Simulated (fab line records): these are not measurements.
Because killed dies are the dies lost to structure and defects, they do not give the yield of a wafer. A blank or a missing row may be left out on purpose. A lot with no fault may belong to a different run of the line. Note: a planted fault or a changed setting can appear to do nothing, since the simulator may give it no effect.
fab line records | flow gf180mcu
record: lots: 13 wafers: 39 lastDay: 34
route steps=602 shown M3@409 V4@476
lots that met no fault: taken from a fault-free run of the same line
startH: hours from the record's opening day to when the first of the lot's shown wafers began | waitH: hours from the lot's prior step to this one | " same as the row above | L1.1+2: a row that stands for several wafers | - no value, or no start was given | * or withheld: withheld | < > ~ a bound
route shown NAME@n: a module of which the file shows steps, and the number in the route of the first | usual: mean and standard deviation over wafers with no fault | same: alike in all rows | chamber/n: place in a boat | sites: readings site by site | _std_site: their standard deviation | _edge_site: mean of outer sites minus mean of inner sites | radiusMm: how far each site lies from the wafer's centre | mask NAME#n: copy n | behind: the tool/chamber that last shaped the wafer | hold: reason for holding the lot/hours on hold/outcome of the hold | device: whichever transistor did not switch (one of n, p or np) | end of line: the same wafers' tests at the end of the route | a step given without rows: its recipe and nothing more | killed: dies that structure and defects cost at the first sort, which is not the same as the wafer's yield | map: the dies of a wafer, with x for killed, . for not killed, _ for no die there
set.NAME: setting as actually run; set.NAME@STEP: the setting as run at that earlier step | model.NAME: the simulator's own value behind a step, which no gauge read
one table for each step of the route and one row for each wafer, over a sample of lots
services: when a tool's chamber went out of use (startH, in hours from the record's first day, below 0 if earlier), for how many hours, and the reason
== steps ==
step: GF_M3_SPUTTER_00
recipe: material: Ti targetThkNm: 37.5 arrivingIonEnergyEv: 80 substrateTempC: 200 chamberPressurePa: 2 powerW: 4000 timeS: 150
usual: throttleValvePct: 29.7/0.77
columns lot.wafer tool chamber startH waitH throttleValvePct
L966.3 pvdSputter-01 - 464.72 0.1 28.8
L966.5 " - " " 28.7
L966.6 " - " " 28.9
L968.2 pvdSputter-01 - 482.29 0.2 28.9
L968.3 " - " " 31.0
L968.6 " - " " 28.8
L970.4 pvdSputter-01 - 511.92 0.1 30.6
L970.5 " - " " 28.9
L970.6 " - " " 30.2
L971.1 pvdSputter-01 - 514.12 0.1 30.7
L971.3 " - " " 29.1
L971.4 " - " " 28.6
L974.3 pvdSputter-01 - 538.87 0.2 28.9
L974.5 " - " " 30.1
L974.6 " - " " 30.8
L975.1 pvdSputter-01 - 541.91 0.1 28.9
L975.3 " - " " 28.7
L975.6 " - " " 30.6
L976.1 pvdSputter-01 - 557.84 0.1 30.6
L976.2 " - " " 30.2
L976.5 " - " " 28.9
L978.3 pvdSputter-01 - 574.21 0.2 30.7
L978.4 " - " " 29.0
L978.6 " - " " 30.1
L982.3 pvdSputter-03 - 607.81 0.2 30.2
L982.5 " - " " 29.2
L982.6 " - " " 30.3
L984.3 pvdSputter-01 - 619.61 0.1 29.8
L984.4 " - " " 29.1
L984.6 " - " " 30.7
L986.2 pvdSputter-03 - 632.74 0.1 30.7
L986.3 " - " " 29.3
L986.4 " - " " 30.1
L988.1 pvdSputter-04 - 646.20 0.1 30.7
L988.2 " - " " 28.7
L988.3 " - " " 30.1
L989.2 pvdSputter-04 - 654.72 0.1 30.3
L989.5 " - " " 29.9
L989.6 " - " " 30.1
step: GF_V4_CVD_00
recipe: material: SiO2 targetThkNm: 600 sigmaOpenFrac: 0.3 tempC: 400 timeS: 100 sih4FlowSccm: 60 pressureMtorr: 6
usual: sih4FlowSccm: 60.01/0.17
columns lot.wafer tool chamber startH waitH sih4FlowSccm
L966.3 hdpcvd-02 0 540.14 0.0 60.22
L966.5 " 1 " " 60.34
L966.6 " 2 " " 60.13
L968.2 hdpcvd-01 2 556.35 0.0 59.86
L968.3 " 1 " " 60.06
L968.6 " 2 " " 60.05
L970.4 hdpcvd-02 0 583.46 0.0 59.94
L970.5 " 2 " " 59.77
L970.6 " 1 " " 59.95
L971.1 hdpcvd-02 2 585.19 0.0 60.09
L971.3 " 0 " " 59.91
L971.4 " 0 " " 60.07
L974.3 hdpcvd-02 0 608.52 0.0 60.19
L974.5 " 2 " " 60.06
L974.6 " 0 " " 60.15
L975.1 hdpcvd-02 1 610.73 0.0 60.10
L975.3 " 2 " " 59.93
L975.6 " 1 " " 59.96
L976.1 hdpcvd-01 0 626.42 0.0 59.92
L976.2 " 2 " " 59.88
L976.5 " 2 " " 59.99
L978.3 hdpcvd-01 0 641.23 0.0 59.94
L978.4 " 2 " " 59.80
L978.6 " 1 " " 59.72
L982.3 hdpcvd-01 1 671.97 0.0 59.96
L982.5 " 0 " " 60.11
L982.6 " 2 " " 51.07
L984.3 hdpcvd-01 1 681.77 0.0 60.17
L984.4 " 2 " " 51.25
L984.6 " 0 " " 60.08
L986.2 hdpcvd-02 0 695.57 0.0 60.05
L986.3 " 2 " " 59.82
L986.4 " 2 " " 60.02
L988.1 hdpcvd-02 2 707.98 0.0 60.06
L988.2 " 0 " " 60.09
L988.3 " 1 " " 60.02
L989.2 hdpcvd-02 1 714.75 0.0 60.15
L989.5 " 0 " " 59.74
L989.6 " 1 " " 59.90
step: GF_V4_THK_MEAS_01
recipe: reads: SiO2_of_V4_CVD_00
usual: V4_CVD_00_THK: 601/6.9
columns lot.wafer tool chamber startH waitH V4_CVD_00_THK[nm]
L966.3 filmMetro-04 - 540.23 0.1 593
L966.5 " - " " 584
L966.6 " - " " 609
L968.2 filmMetro-01 - 556.47 0.1 601
L968.3 " - " " 611
L968.6 " - " " 604
L970.4 filmMetro-04 - 583.52 0.0 603
L970.5 " - " " 603
L970.6 " - " " 598
L971.1 filmMetro-01 - 585.26 0.0 608
L971.3 " - " " 595
L971.4 " - " " 599
L974.3 filmMetro-02 - 608.61 0.1 607
L974.5 " - " " 606
L974.6 " - " " 599
L975.1 filmMetro-01 - 610.80 0.0 603
L975.3 " - " " 608
L975.6 " - " " 596
L976.1 filmMetro-04 - 626.49 0.0 607
L976.2 " - " " 603
L976.5 " - " " 603
L978.3 filmMetro-04 - 641.32 0.1 599
L978.4 " - " " 595
L978.6 " - " " 606
L982.3 filmMetro-04 - 672.06 0.1 611
L982.5 " - " " 598
L982.6 " - " " 503
L984.3 filmMetro-02 - 681.86 0.1 603
L984.4 " - " " 505
L984.6 " - " " 603
L986.2 filmMetro-04 - 695.65 0.0 599
L986.3 " - " " 609
L986.4 " - " " 599
L988.1 filmMetro-01 - 708.05 0.0 608
L988.2 " - " " 611
L988.3 " - " " 605
L989.2 filmMetro-01 - 714.83 0.0 601
L989.5 " - " " 602
L989.6 " - " " 603
step: GF_V4_THK_MEAS_03
recipe: reads: SiO2_of_V4_CVD_02
usual: V4_CVD_02_THK: 850/11
columns lot.wafer tool chamber startH waitH V4_CVD_02_THK[nm]
L966.3 filmMetro-01 - 540.36 0.1 832
L966.5 " - " " 845
L966.6 " - " " 837
L968.2 filmMetro-04 - 556.60 0.0 848
L968.3 " - " " 840
L968.6 " - " " 872
L970.4 filmMetro-01 - 583.65 0.0 862
L970.5 " - " " 849
L970.6 " - " " 866
L971.1 filmMetro-04 - 585.39 0.0 835
L971.3 " - " " 841
L971.4 " - " " 855
L974.3 filmMetro-01 - 608.74 0.1 851
L974.5 " - " " 872
L974.6 " - " " 864
L975.1 filmMetro-02 - 610.93 0.0 823
L975.3 " - " " 850
L975.6 " - " " 865
L976.1 filmMetro-01 - 626.62 0.0 829
L976.2 " - " " 852
L976.5 " - " " 851
L978.3 filmMetro-01 - 641.49 0.1 852
L978.4 " - " " 845
L978.6 " - " " 848
L982.3 filmMetro-04 - 672.19 0.1 827
L982.5 " - " " 855
L982.6 " - " " 853
L984.3 filmMetro-01 - 681.99 0.1 837
L984.4 " - " " 854
L984.6 " - " " 850
L986.2 filmMetro-02 - 695.78 0.0 847
L986.3 " - " " 852
L986.4 " - " " 875
L988.1 filmMetro-04 - 708.18 0.0 834
L988.2 " - " " 847
L988.3 " - " " 854
L989.2 filmMetro-01 - 714.96 0.0 842
L989.5 " - " " 849
L989.6 " - " " 852
step: GF_V4_CD_MEAS_14
recipe: targetCdNm: 260
usual: cdNm: 260.0/1.3
columns lot.wafer tool chamber startH waitH cdNm
L966.3 cdSem-01 - 562.98 0.1 262.9
L966.5 " - " " 261.1
L966.6 " - " " 261.8
L968.2 cdSem-01 - 579.40 0.1 259.5
L968.3 " - " " 260.0
L968.6 " - " " 259.2
L970.4 cdSem-02 - 605.11 0.1 260.1
L970.5 " - " " 261.9
L970.6 " - " " 260.5
L971.1 cdSem-02 - 607.25 0.1 260.5
L971.3 " - " " 260.9
L971.4 " - " " 260.6
L974.3 cdSem-01 - 629.44 0.1 259.5
L974.5 " - " " 260.8
L974.6 " - " " 260.1
L975.1 cdSem-02 - 631.70 0.1 261.5
L975.3 " - " " 261.9
L975.6 " - " " 262.3
L976.1 cdSem-01 - 647.64 0.1 258.4
L976.2 " - " " 257.3
L976.5 " - " " 258.5
L978.3 cdSem-02 - 661.92 0.1 258.5
L978.4 " - " " 259.5
L978.6 " - " " 259.6
L982.3 cdSem-02 - 692.22 0.1 260.0
L982.5 " - " " 260.5
L982.6 " - " " 258.9
L984.3 cdSem-02 - 701.57 0.1 261.0
L984.4 " - " " 260.4
L984.6 " - " " 261.3
L986.2 cdSem-02 - 714.72 0.1 258.6
L986.3 " - " " 259.7
L986.4 " - " " 259.0
L988.1 cdSem-01 - 726.53 0.1 257.3
L988.2 " - " " 256.9
L988.3 " - " " 256.3
L989.2 cdSem-02 - 733.07 0.1 259.8
L989.5 " - " " 260.0
L989.6 " - " " 259.8
== services ==
columns tool chamber startH hours kind
pvdSputter-01 0 443.48 - consumableReplace:kit
pvdSputter-01 0 443.48 18.0 scheduledDown
pvdSputter-01 0 443.48 18.0 ventCycle
hdpcvd-01 - 451.32 0.8 repair
pvdSputter-03 - 467.82 54.3 repair
hdpcvd-02 2 475.63 9.4 repair
pvdSputter-03 - 482.85 2.1 repair
hdpcvd-01 0 537.35 47.7 repair
hdpcvd-01 - 539.25 15.0 pm
hdpcvd-01 0 539.25 45.8 ventCycle
hdpcvd-01 1 539.25 15.0 ventCycle
hdpcvd-01 2 539.25 15.0 ventCycle
hdpcvd-01 0 554.25 - clean
hdpcvd-01 1 554.25 - clean
pvdSputter-01 3 574.43 - consumableReplace:kit
pvdSputter-01 3 574.43 18.0 scheduledDown
pvdSputter-01 3 574.43 18.0 ventCycle
hdpcvd-02 - 599.54 5.5 pm
hdpcvd-01 0 686.39 3.2 repair
hdpcvd-02 1 698.52 6.4 repair
pvdSputter-03 - 711.67 0.9 repair
pvdSputter-01 2 713.58 - consumableReplace:kit
pvdSputter-01 2 713.58 18.0 scheduledDown
pvdSputter-01 2 713.58 18.0 ventCycle
== key ==
firstSign: step: GF_V4_CVD_00 reading: sih4FlowSccm direction: down sigmas: 53 usual: 60.01 struck: 51.16
effect: step: GF_V4_THK_MEAS_01 reading: V4_CVD_00_THK direction: down sigmas: 14 usual: 601 struck: 504
metAt GF_V4_CVD_00
struckLots L982,L984
struckWafers L982.6,L984.4
notActingAt GF_M3_SPUTTER_00,GF_V4_THK_MEAS_03,GF_V4_CD_MEAS_14
onsetBetween 641.23 671.97
fault: kind: processParameterDrift tool: hdpcvd-01 chamber: 2 onsetH: 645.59 steps: GF_V4_CVD_00 channel: sih4FlowSccm offset: -9 shape: step actsIn: theseRecipesOnly stated: 60
